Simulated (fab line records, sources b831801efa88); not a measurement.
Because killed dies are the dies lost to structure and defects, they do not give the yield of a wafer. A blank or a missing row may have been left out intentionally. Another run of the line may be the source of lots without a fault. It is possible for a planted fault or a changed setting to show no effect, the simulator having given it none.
fab line records	flow sky130
[record] lots = 7	wafers = 21	last_day = 50
route steps=708 shown METAL1@441 PAD_OPEN@708
lots with no fault: from the same line, run without faults
start_h: the number of hours between the record's first day and the start of the first shown wafer of the lot	wait_h: hours from the lot's prior step to this one	" identical to the entry in the row above	L1.1+2: a row that stands for several wafers	- no value, or no start was given	* or withheld: withheld	< > ~ a bound
route shown NAME@n: a module of which the file shows steps, and the number in the route of the first	usual: mean/standard deviation taken from wafers without a fault	same: alike in all rows	chamber/n: place in a boat	sites: each site's reading	_std_site: standard deviation across them	_edge_site: the outer-site mean with the inner-site mean subtracted	radius_mm: how far each site lies from the wafer's centre	mask NAME#n: copy n	behind: the last tool/chamber to shape the wafer	hold: what put the lot on hold/how long, in hours/how the hold closed	device: which transistor (n, p or np) failed to switch	end of line: tests run on the same wafers once the route is complete	a step without rows: its recipe alone	killed: count of dies lost to structure and defects at first sort (not the wafer's yield)	map: per-die view of a wafer (x killed, . not killed, _ where there is no die)
set.NAME: the setting as run; set.NAME@STEP: as run at that earlier step	model.NAME: the simulator's own value behind a step, which no gauge read
certain route steps with their lots: each step a table, each wafer a row
services: a tool's chamber out of use, with start hour (start_h, from the record's first day; less than 0 if before it), hours out, and reason
[[steps]]
[step SKY_METAL1_DEHYDRATE_07]
[recipe] temp_c = 200	time_s = 60
[step SKY_METAL1_HMDS_08]
[recipe] prime_time_s = 60	prime_temp_c = 120
[step SKY_METAL1_COAT_09]
[recipe] resist = BARC	temp_c = withheld	time_s = withheld	spin_rpm = 3000	resist_thk_nm = 60
[step SKY_METAL1_COAT_10]
[recipe] resist = KrF-thick	spin_rpm = 3000	resist_thk_nm = 450
[step SKY_METAL1_SOFTBAKE_11]
[recipe] temp_c = 100	time_s = 90	resist = KrF-thick
[step SKY_METAL1_EXPOSE_12]
[recipe] mask_id = MM1	na = 0.8	source_shape = annular	sigma_inner = 0.55	sigma_outer = 0.85	target_cd_nm = 140	dose_mj = 28
[step SKY_METAL1_PEB_13]
[recipe] peb_temp_c = withheld	peb_time_s = withheld	resist = KrF-thick
[step SKY_METAL1_DEVELOP_14]
[recipe] develop_time_s = 60	resist = KrF-thick	dev_temp_c = 21
[step SKY_METAL1_CD_MEAS_15]
[recipe] target_cd_nm = 140
[usual] cd_nm = 139.8/1.5
lot.wafer	tool	chamber	start_h	wait_h	cd_nm
L943.2	cd_sem-01	-	834.70	-	139.3
L943.5	"	-	"	"	138.7
L943.6	"	-	"	"	138.2
L946.2	cd_sem-01	-	860.03	-	141.6
L946.3	"	-	"	"	142.0
L946.4	"	-	"	"	140.2
L949.1	cd_sem-02	-	878.78	-	140.4
L949.2	"	-	"	"	139.8
L949.6	"	-	"	"	139.3
L952.1	cd_sem-02	-	905.14	-	138.1
L952.3	"	-	"	"	138.9
L952.4	"	-	"	"	136.2
L953.2	cd_sem-01	-	908.91	-	138.0
L953.5	"	-	"	"	137.2
L953.6	"	-	"	"	138.4
L955.1	cd_sem-01	-	919.23	-	142.4
L955.3	"	-	"	"	141.2
L955.5	"	-	"	"	140.0
L956.1	cd_sem-01	-	932.38	-	140.4
L956.2	"	-	"	"	140.6
L956.3	"	-	"	"	137.8
[step SKY_METAL1_OVL_MEAS_16]
[usual] METAL1_OVL = -2/6.5
lot.wafer	tool	chamber	start_h	wait_h	METAL1_OVL[nm]
L943.2	overlay-01	-	834.80	0.1	-3
L943.5	"	-	"	"	-9
L943.6	"	-	"	"	2
L946.2	overlay-01	-	860.14	0.1	-14
L946.3	"	-	"	"	2
L946.4	"	-	"	"	-9
L949.1	overlay-01	-	878.90	0.1	5
L949.2	"	-	"	"	-1
L949.6	"	-	"	"	-7
L952.1	overlay-02	-	905.26	0.1	-3
L952.3	"	-	"	"	3
L952.4	"	-	"	"	7
L953.2	overlay-01	-	909.01	0.1	11
L953.5	"	-	"	"	-2
L953.6	"	-	"	"	7
L955.1	overlay-01	-	919.35	0.1	4
L955.3	"	-	"	"	-1
L955.5	"	-	"	"	5
L956.1	overlay-01	-	932.50	0.1	-11
L956.2	"	-	"	"	10
L956.3	"	-	"	"	-1
[step SKY_METAL1_DESCUM_17]
[recipe] chemistry = O2	source_power_w = 150	bias_power_w = 0	pressure_mtorr = 10	temp_c = 40	time_s = 8
[usual] drypump_motor_current_A = 5.7/0.41	oes_product_au = 1.003/0.0096
lot.wafer	tool	chamber	start_h	wait_h	drypump_motor_current_A	oes_product_au	rf_hours_counter_h
L943.2	rie_metal-02	1	834.83	0.0	5.8	1.011	14
L943.5	"	1	"	"	5.8	1.005	-
L943.6	"	0	"	"	5.0	1.013	-
L946.2	rie_metal-04	0	860.17	0.0	6.1	1.011	6
L946.3	"	1	"	"	5.7	0.982	-
L946.4	"	0	"	"	6.1	1.004	-
L949.1	rie_metal-04	1	878.93	0.0	5.7	0.988	1
L949.2	"	0	"	"	6.1	1.009	7
L949.6	"	1	"	"	5.7	0.991	-
L952.1	rie_metal-04	1	905.29	0.0	5.7	0.990	3
L952.3	"	1	"	"	5.7	0.995	-
L952.4	"	0	"	"	6.1	1.010	-
L953.2	rie_metal-04	1	909.04	0.0	5.7	0.997	3
L953.5	"	0	"	"	6.1	1.008	-
L953.6	"	1	"	"	5.7	0.990	-
L955.1	rie_metal-02	1	919.38	0.0	5.7	0.977	0
L955.3	"	0	"	"	5.0	1.003	-
L955.5	"	1	"	"	5.8	0.989	-
L956.1	rie_metal-03	0	932.54	0.0	6.2	1.007	10
L956.2	"	0	"	"	6.3	1.002	-
L956.3	"	0	"	"	6.3	1.012	-
[step SKY_METAL1_ETCH_18]
[recipe] chemistry = N2/H2	target = BARC	ion_energy_ev = 200	bias_w = 100	pressure_mtorr = 30	n2_flow_sccm = 100	h2_flow_sccm = 200	icp_w = 500	stop_on = SiO2	time_s = 45.9	target_depth_a = 600
[usual] drypump_motor_current_A = 5.7/0.41	oes_product_au = 0.855/0.0044	throttle_valve_pct = 13.225/0.0098
lot.wafer	tool	chamber	start_h	wait_h	drypump_motor_current_A	oes_product_au	rf_hours_counter_h	throttle_valve_pct
L943.2	rie_metal-02	1	834.87	0.0	5.8	0.861	14	13.229
L943.5	"	1	"	"	5.8	0.857	-	13.239
L943.6	"	0	"	"	5.0	0.856	-	13.223
L946.2	rie_metal-04	0	860.21	0.0	6.1	0.858	6	13.230
L946.3	"	1	"	"	5.7	0.853	-	13.214
L946.4	"	0	"	"	6.1	0.850	-	13.227
L949.1	rie_metal-04	1	878.97	0.0	5.7	0.862	1	13.218
L949.2	"	0	"	"	6.1	0.851	7	13.227
L949.6	"	1	"	"	5.7	0.854	-	13.221
L952.1	rie_metal-04	1	905.33	0.0	5.7	0.856	3	13.228
L952.3	"	1	"	"	5.7	0.855	-	13.202
L952.4	"	0	"	"	6.1	0.848	-	13.228
L953.2	rie_metal-04	1	909.08	0.0	5.7	0.851	3	13.208
L953.5	"	0	"	"	6.1	0.857	-	13.226
L953.6	"	1	"	"	5.7	0.856	-	13.234
L955.1	rie_metal-02	1	919.42	0.0	5.8	0.849	0	13.234
L955.3	"	0	"	"	5.0	0.854	-	13.242
L955.5	"	1	"	"	5.8	0.850	-	13.231
L956.1	rie_metal-03	0	932.60	0.1	6.3	0.858	10	13.222
L956.2	"	0	"	"	6.3	0.855	-	13.216
L956.3	"	0	"	"	6.2	0.852	-	13.223
[step SKY_METAL1_METAL_ETCH_19]
[recipe] target_depth_a = 3600	stop_on = SiO2	over_etch_frac = 0.3	time_s = 78	chemistry = Cl2/BCl3	resist_sidewall_deg = 88	pressure_mtorr = 10	icp_w = 900	bias_w = 48.5	Cl2_flow_sccm = 60	bcl3_flow_sccm = 30
[usual] drypump_motor_current_A = 5.7/0.41	oes_product_au = 0.853/0.0065	over_etch_frac = 0.3/0	throttle_valve_pct = 22.264/0.0091
lot.wafer	tool	chamber	start_h	wait_h	drypump_motor_current_A	oes_product_au	over_etch_frac	rf_hours_counter_h	throttle_valve_pct	model.KrF-thick_of_METAL1_COAT_10.thk_nm	model.METAL1.cd_nm
L943.2	rie_metal-02	1	834.93	0.0	5.8	0.840	0.3	14	22.270	155.2	135.5
L943.5	"	1	"	"	5.8	0.866	0.3	-	22.264	152.1	136.5
L943.6	"	0	"	"	5.0	0.856	0.3	-	22.250	153.5	137.2
L946.2	rie_metal-04	0	860.29	0.1	6.1	0.859	0.3	6	22.282	157.4	138.7
L946.3	"	1	"	"	5.7	0.845	0.3	-	22.261	165.8	139.5
L946.4	"	0	"	"	6.1	0.862	0.3	-	22.264	158.9	138.6
L949.1	rie_metal-04	1	879.03	0.0	5.7	0.784	0.50711	1	22.265	130.1	133.2
L949.2	"	0	"	"	6.1	0.789	0.50711	7	22.259	119.4	137.3
L949.6	"	1	"	"	5.7	0.772	0.50711	-	22.252	124.7	132.9
L952.1	rie_metal-04	1	905.39	0.0	5.7	0.784	0.50711	3	22.254	130.1	133.5
L952.3	"	1	"	"	5.7	0.776	0.50711	-	22.264	126.5	134.5
L952.4	"	0	"	"	6.1	0.780	0.50711	-	22.253	122	133.8
L953.2	rie_metal-04	1	909.14	0.0	5.7	0.781	0.50711	3	22.265	128.2	132.2
L953.5	"	0	"	"	6.1	0.785	0.50711	-	22.255	119.5	132.3
L953.6	"	1	"	"	5.7	0.796	0.50711	-	22.247	129	131.4
L955.1	rie_metal-02	1	919.48	0.0	5.8	0.851	0.3	0	22.259	166.2	144.1
L955.3	"	0	"	"	5.0	0.853	0.3	-	22.261	156.2	140.7
L955.5	"	1	"	"	5.8	0.853	0.3	-	22.258	165.4	139.6
L956.1	rie_metal-03	0	932.73	0.1	6.2	0.857	0.3	10	22.264	156.8	140.5
L956.2	"	0	"	"	6.2	0.859	0.3	-	22.251	153.7	140.4
L956.3	"	0	"	"	6.2	0.857	0.3	-	22.258	154.9	138.7
[step SKY_METAL1_STRIP_20]
[recipe] chemistry = O2/N2	power_w = 1400	pressure_mtorr = 1500	platen_temp_c = withheld	o2_flow_sccm = 3000	n2_flow_sccm = 300	overash_fraction = 0.5
[usual] drypump_motor_current_A = 5.9/0.4	oes_product_au = 0.342/0.0052	strip_time_to_endpoint_s = 2.68/0.05
lot.wafer	tool	chamber	start_h	wait_h	drypump_motor_current_A	oes_product_au	rf_hours_counter_h	strip_time_to_endpoint_s
L943.2	plasma_asher-03	0	835.02	0.1	6.3	0.345	92	2.68
L943.5	"	1	"	"	5.8	0.338	-	2.61
L943.6	"	0	"	"	6.3	0.344	-	2.65
L946.2	plasma_asher-03	0	860.41	0.1	6.3	0.347	95	2.68
L946.3	"	0	"	"	6.3	0.347	-	2.78
L946.4	"	1	"	"	5.8	0.346	-	2.71
L949.1	plasma_asher-04	0	879.12	0.1	5.4	0.327	17	2.38
L949.2	"	1	"	"	6.3	0.332	17	2.27
L949.6	"	0	"	"	5.3	0.333	-	2.33
L952.1	plasma_asher-04	1	905.48	0.1	6.3	0.332	20	2.38
L952.3	"	1	"	"	6.3	0.325	-	2.34
L952.4	"	0	"	"	5.4	0.325	-	2.29
L953.2	plasma_asher-04	1	909.23	0.1	6.3	0.321	20	2.37
L953.5	"	0	"	"	5.4	0.316	-	2.25
L953.6	"	1	"	"	6.3	0.319	-	2.37
L955.1	plasma_asher-01	1	919.57	0.1	5.5	0.346	76	2.77
L955.3	"	0	"	"	6.1	0.341	-	2.67
L955.5	"	1	"	"	5.4	0.344	-	2.75
L956.1	plasma_asher-03	0	932.91	0.1	6.3	0.343	104	2.67
L956.2	"	1	"	"	5.8	0.345	104	2.62
L956.3	"	0	"	"	6.3	0.333	-	2.64
[step SKY_METAL1_STRIP_21]
[recipe] chemistry = post_etch_residue_remover	time_s = 1200	temp_c = 72.5
[step SKY_PAD_OPEN_PROBE_99]
[usual] defect_limited_yield = 82.6/1.8	killed_at_M0_to_M3 = 43/6.6	killed_at_M4_up = 3.4/1.8	killed_at_contacts = 24/4.9	killed_at_front_end = 15/4.1	killed_at_other = 0.3/0.55	killed_dies = 85/8.8	killed_open = 46/6.1	killed_short = 39/5.7	sort_bin_3_pad_short = 0.9/0.41	sort_bin_5_function = 10.1/1.5	sort_bin_6_memory = 6.4/1	sort_n_pass = 407/8.8	sort_yield_pct = 82.6/1.8
[same] gross_dies = 492	killed_at_back_side = 0	sort_bin_4_leakage[%] = 0	sort_bin_8_speed[%] = 0
lot.wafer	tool	chamber	start_h	wait_h	defect_limited_yield[%]	killed_at_M0_to_M3	killed_at_M4_up	killed_at_contacts	killed_at_front_end	killed_at_other	killed_dies	killed_open	killed_short	sort_bin_3_pad_short[%]	sort_bin_5_function[%]	sort_bin_6_memory[%]	sort_n_pass	sort_yield_pct[%]	model.etest.met1.width_nm	model.etest.met1.line_ohm_um
L943.2	prober-01	-	1131.55	0.1	83.7	37	4	20	19	0	80	50	30	1.0	10.6	4.7	412	83.7	135.2	0.9541
L943.5	prober-01	-	1131.70	0.2	83.5	37	4	26	14	0	81	42	39	0.8	9.6	6.1	411	83.5	136.5	0.9355
L943.6	prober-01	-	1131.75	0.2	82.5	38	6	24	17	1	86	45	41	0.6	11.0	5.9	406	82.5	138.1	0.922
L946.2	prober-02	-	1149.46	0.1	83.1	35	3	31	14	0	83	49	34	0.4	9.3	7.1	409	83.1	137.8	0.921
L946.3	prober-02	-	1149.51	0.2	82.7	45	2	19	19	0	85	45	40	0.8	9.1	7.3	407	82.7	140.3	0.914
L946.4	prober-02	-	1149.56	0.2	83.3	51	1	17	13	0	82	46	36	0.4	9.1	7.1	410	83.3	137.1	0.9226
L949.1	prober-01	-	1161.23	0.1	82.9	46	0	21	17	0	84	52	32	0.6	9.6	6.9	408	82.9	131	1.012
L949.2	prober-01	-	1161.28	0.1	82.9	48	3	25	8	0	84	45	39	1.0	9.1	6.9	408	82.9	136.6	0.9641
L949.6	prober-01	-	1161.48	0.2	82.3	43	5	25	14	0	87	45	42	0.8	11.0	5.9	405	82.3	133.7	0.9788
L952.1	prober-02	-	1182.01	0.1	79.9	47	5	24	23	0	99	61	37	0.6	11.6	7.9	393	79.9	132.7	0.9953
L952.3	prober-02	-	1182.11	0.2	83.9	39	2	27	11	0	79	43	35	0.8	10.4	4.9	413	83.9	136.2	0.955
L952.4	prober-02	-	1182.16	0.2	81.3	50	1	27	14	0	92	50	41	1.4	10.6	6.7	400	81.3	136.3	0.9461
L953.2	prober-01	-	1183.56	0.1	79.9	56	5	19	19	0	99	48	50	2.0	12.0	6.1	393	79.9	132.2	0.9711
L953.5	prober-01	-	1183.71	0.2	82.3	47	1	26	13	0	87	51	36	0.6	11.2	5.9	405	82.3	133.3	0.9717
L953.6	prober-01	-	1183.76	0.2	81.1	52	6	23	12	0	93	46	47	0.4	11.6	6.9	399	81.1	133.8	0.9469
L955.1	prober-01	-	1188.28	0.1	83.1	48	3	18	13	1	83	43	40	1.0	11.4	4.5	409	83.1	142.4	0.9176
L955.3	prober-01	-	1188.38	0.2	82.5	49	3	12	20	2	86	47	39	0.6	8.9	7.9	406	82.5	140.1	0.9225
L955.5	prober-01	-	1188.48	0.2	83.5	44	4	15	17	1	81	44	37	1.0	9.3	6.1	411	83.5	137.7	0.9426
L956.1	prober-02	-	1198.16	0.1	83.9	41	8	21	9	0	79	43	35	0.6	11.0	4.5	413	83.9	143.4	0.9024
L956.2	prober-02	-	1198.21	0.1	80.5	47	5	30	14	0	96	48	48	0.8	12.0	6.7	396	80.5	141.5	0.9053
L956.3	prober-02	-	1198.26	0.2	80.5	58	2	18	18	0	96	55	40	0.8	10.8	7.9	396	80.5	140.4	0.9059
// killed by level:class
L943.2 VIA1:geometric_particle:open=14 CONTACT:geometric_particle:open=10 POLY_GATE:geometric_particle:open=5 LOCAL_INTERCONNECT:geometric_particle:short=5 VIA3:geometric_particle:open=5 FIELD_ISO:geometric_particle:short=4 LI_CONTACT:geometric_particle:open=4 VIA1:geometric_particle:short=4
L943.5 CONTACT:geometric_particle:open=9 VIA3:geometric_particle:open=7 FIELD_ISO:geometric_particle:short=6 METAL1:geometric_particle:short=6 VIA2:geometric_particle:open=6 VIA1:geometric_particle:open=5 POLY_GATE:geometric_particle:open=4 LI_CONTACT:geometric_particle:open=4
L943.6 VIA1:geometric_particle:open=10 METAL1:geometric_particle:short=8 CONTACT:geometric_particle:open=8 VIA3:geometric_particle:open=6 POLY_GATE:geometric_particle:open=5 POLY_GATE:geometric_particle:short=5 LOCAL_INTERCONNECT:geometric_particle:short=5 CONTACT:geometric_particle:short=5
L946.2 VIA1:geometric_particle:open=12 CONTACT:geometric_particle:open=11 LI_CONTACT:geometric_particle:open=8 LOCAL_INTERCONNECT:geometric_particle:short=8 VIA2:geometric_particle:open=6 METAL1:geometric_particle:short=5 VIA3:geometric_particle:open=5 FIELD_ISO:geometric_particle:open=3
L946.3 VIA1:geometric_particle:open=13 METAL1:geometric_particle:short=7 FIELD_ISO:geometric_particle:open=6 LOCAL_INTERCONNECT:geometric_particle:short=6 VIA3:geometric_particle:short=5 VIA2:geometric_particle:open=5 CONTACT:geometric_particle:open=5 VIA3:geometric_particle:open=5
L946.4 VIA1:geometric_particle:open=16 VIA2:geometric_particle:open=9 METAL2:geometric_particle:short=9 METAL1:geometric_particle:short=6 CONTACT:geometric_particle:open=5 LI_CONTACT:geometric_particle:open=5 VIA3:geometric_particle:open=5 FIELD_ISO:geometric_particle:short=4
L949.1 CONTACT:geometric_particle:open=12 VIA2:geometric_particle:open=11 VIA1:geometric_particle:open=8 METAL1:geometric_particle:short=6 FIELD_ISO:geometric_particle:open=5 POLY_GATE:geometric_particle:open=5 LOCAL_INTERCONNECT:geometric_particle:short=4 VIA2:geometric_particle:short=4
L949.2 LI_CONTACT:geometric_particle:open=11 METAL1:geometric_particle:short=7 VIA1:geometric_particle:short=7 VIA1:geometric_particle:open=7 CONTACT:geometric_particle:open=6 METAL2:geometric_particle:short=6 VIA3:geometric_particle:open=6 VIA2:geometric_particle:open=5
L949.6 VIA1:geometric_particle:open=11 CONTACT:geometric_particle:open=8 VIA2:geometric_particle:open=7 CONTACT:geometric_particle:short=6 METAL1:geometric_particle:short=6 METAL2:geometric_particle:short=6 POLY_GATE:geometric_particle:open=5 LOCAL_INTERCONNECT:geometric_particle:short=5
L952.1 CONTACT:geometric_particle:open=11 VIA3:geometric_particle:open=9 VIA2:geometric_particle:open=8 POLY_GATE:geometric_particle:open=6 LI_CONTACT:geometric_particle:open=6 METAL1:geometric_particle:short=6 VIA1:geometric_particle:open=6 METAL4:geometric_particle:short=5
L952.3 VIA1:geometric_particle:open=15 CONTACT:geometric_particle:open=9 LOCAL_INTERCONNECT:geometric_particle:short=5 METAL2:geometric_particle:short=5 VIA1:geometric_particle:short=4 POLY_GATE:geometric_particle:short=4 LI_CONTACT:geometric_particle:short=4 METAL1:geometric_particle:short=4
L952.4 CONTACT:geometric_particle:open=13 METAL1:geometric_particle:short=8 VIA1:geometric_particle:open=7 VIA2:geometric_particle:short=7 VIA2:geometric_particle:open=6 LOCAL_INTERCONNECT:geometric_particle:short=5 METAL1:geometric_particle:open=5 VIA1:geometric_particle:short=5
L953.2 VIA1:geometric_particle:open=12 METAL1:geometric_particle:short=9 CONTACT:geometric_particle:open=8 VIA1:geometric_particle:short=8 VIA3:geometric_particle:open=7 POLY_GATE:geometric_particle:short=6 METAL2:geometric_particle:short=6 SPACER:geometric_particle:open=4
L953.5 VIA1:geometric_particle:open=10 VIA3:geometric_particle:open=9 CONTACT:geometric_particle:open=9 VIA2:geometric_particle:open=9 LI_CONTACT:geometric_particle:open=6 CONTACT:geometric_particle:short=6 FIELD_ISO:geometric_particle:short=3 POLY_GATE:geometric_particle:short=3
L953.6 VIA1:geometric_particle:open=11 VIA2:geometric_particle:open=9 METAL1:geometric_particle:short=8 CONTACT:geometric_particle:open=7 CONTACT:geometric_particle:short=7 METAL2:geometric_particle:short=6 VIA3:geometric_particle:open=6 VIA2:geometric_particle:short=5
L955.1 VIA1:geometric_particle:open=11 METAL2:geometric_particle:short=8 POLY_GATE:geometric_particle:open=7 VIA1:geometric_particle:short=6 CONTACT:geometric_particle:open=6 CONTACT:geometric_particle:short=5 VIA2:geometric_particle:open=5 VIA3:geometric_particle:open=5
L955.3 VIA3:geometric_particle:open=11 METAL2:geometric_particle:short=10 VIA2:geometric_particle:open=9 VIA1:geometric_particle:open=7 FIELD_ISO:geometric_particle:open=5 FIELD_ISO:geometric_particle:short=5 CONTACT:geometric_particle:open=5 METAL3:geometric_particle:short=4
L955.5 VIA1:geometric_particle:open=11 VIA2:geometric_particle:open=8 FIELD_ISO:geometric_particle:open=5 FIELD_ISO:geometric_particle:short=5 LI_CONTACT:geometric_particle:open=5 METAL1:geometric_particle:short=5 CONTACT:geometric_particle:short=5 VIA2:geometric_particle:short=5
L956.1 VIA1:geometric_particle:open=9 VIA3:geometric_particle:open=9 CONTACT:geometric_particle:open=8 METAL4:geometric_particle:short=7 LOCAL_INTERCONNECT:geometric_particle:short=6 METAL2:geometric_particle:short=6 VIA2:geometric_particle:open=5 SPACER:geometric_particle:open=4
L956.2 CONTACT:geometric_particle:short=12 VIA1:geometric_particle:open=11 CONTACT:geometric_particle:open=8 METAL2:geometric_particle:short=7 VIA3:geometric_particle:open=7 LI_CONTACT:geometric_particle:open=6 VIA2:geometric_particle:open=6 VIA1:geometric_particle:short=5
L956.3 VIA1:geometric_particle:open=14 FIELD_ISO:geometric_particle:short=9 VIA2:geometric_particle:open=9 VIA3:geometric_particle:open=8 CONTACT:geometric_particle:open=6 METAL3:geometric_particle:short=6 LI_CONTACT:geometric_particle:open=5 FIELD_ISO:geometric_particle:open=4
[[services]]
tool	chamber	start_h	hours	kind
plasma_asher-01	-	814.61	38.1	repair
rie_metal-04	1	823.37	-	clean
rie_metal-04	1	823.37	19.4	scheduled_down
rie_metal-04	1	823.37	19.4	vent_cycle
plasma_asher-01	-	839.12	10.7	repair
plasma_asher-01	-	860.32	8.4	repair
plasma_asher-01	-	871.00	14.6	pm
rie_metal-02	1	891.73	-	clean
rie_metal-02	1	891.73	24.0	scheduled_down
rie_metal-02	1	891.73	24.0	vent_cycle
rie_metal-03	-	894.80	14.6	pm
rie_metal-03	1	910.44	-	clean
rie_metal-03	1	910.44	22.9	scheduled_down
rie_metal-03	1	910.44	22.9	vent_cycle
plasma_asher-03	-	914.57	0.8	repair
rie_metal-03	0	918.42	1.0	repair
[[key]]
[first_sign] step = SKY_METAL1_METAL_ETCH_19	reading = over_etch_frac	direction = up	sigmas = 99+	usual = 0.3	struck = 0.50711
[effect] step = SKY_METAL1_METAL_ETCH_19	reading = oes_product_au	direction = down	sigmas = 11	usual = 0.853	struck = 0.783
[effect] step = SKY_METAL1_STRIP_20	reading = strip_time_to_endpoint_s	direction = down	sigmas = 7	usual = *	struck = *
[model_effect] step = SKY_METAL1_METAL_ETCH_19	value = KrF-thick_of_METAL1_COAT_10.thk_nm	without = 162.3	struck = 125.5
[model_effect] step = SKY_PAD_OPEN_PROBE_99	value = etest.met1.width_nm	without = 138.3	struck = 134
met_at SKY_METAL1_METAL_ETCH_19
struck_wafers L949.1,L949.2,L949.6,L952.1,L952.3,L952.4,L953.2,L953.5,L953.6
onset_between 860.29 879.03
[fault] kind = process_parameter_drift	tool = rie_metal-04	chamber = -	onset_h = 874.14	steps = SKY_METAL1_METAL_ETCH_19	channel = over_etch_frac	offset = 0.20711	shape = step	end_h = 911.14	acts_in = these_recipes_only	stated = 0.3
